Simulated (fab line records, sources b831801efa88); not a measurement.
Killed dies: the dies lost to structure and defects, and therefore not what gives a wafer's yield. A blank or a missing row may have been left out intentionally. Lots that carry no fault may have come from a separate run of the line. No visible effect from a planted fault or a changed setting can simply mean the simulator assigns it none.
Chamber matching	flow gf180mcu	GF_PASSIVATION_ETCH_11 on rie-diel-02: 4 sister chambers
The step etches the open film in CF4/O2, stops on TiN, target depth 1800 nm, time 400 s. 7 wafers are shown with their chamber, then 7 later ones without.

== WAFERS PAIRED WITH THEIR CHAMBERS ==
wafer	chamber	drypump-motor-current-A (A)	throttle-valve-pct (%)
L154.5	0	5.3	5.961
L159.1	1	5.7	5.945
L159.6	2	5.9	5.966
L161.2	0	5.3	5.965
L161.6	3	5.3	5.956
L169.2	2	5.8	5.967
L169.4	3	5.3	5.953

== WAFERS WHOSE CHAMBER IS MISSING ==
wafer	drypump-motor-current-A (A)	throttle-valve-pct (%)
L169.5	5.3	5.953
L170.1	5.3	5.938
L170.2	5.9	5.964
L170.6	5.7	5.946
L171.1	5.3	5.958
L171.4	5.3	5.977
L171.5	5.9	5.956

== EACH ONE'S CHAMBER ==
wafer	from the rows above	in truth
L169.5	3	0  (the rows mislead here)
L170.1	3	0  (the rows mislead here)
L170.2	2	2
L170.6	1	1
L171.1	can't be placed: 3 or 0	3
L171.4	0	0
L171.5	2	2
Correct placement for 4 of the 7. Can't be placed from these rows: 1 (the true chamber is among the candidates in 1). Placed wrongly: 2.
How it was worked out, from the rows above alone: a wafer's distance from a chamber is the root of the sum, over the readings, of the square of ((its reading less the chamber's mean) divided by the reading's scatter). If the next closest chamber is less than 2 further off than the closest, the wafer can't be placed; otherwise it belongs to the closest. A chamber's mean is the mean of its shown wafers. The scatter: take each reading less its chamber's mean, square it, sum over the shown wafers, divide by the number of wafers less the number of chambers, and take the root.
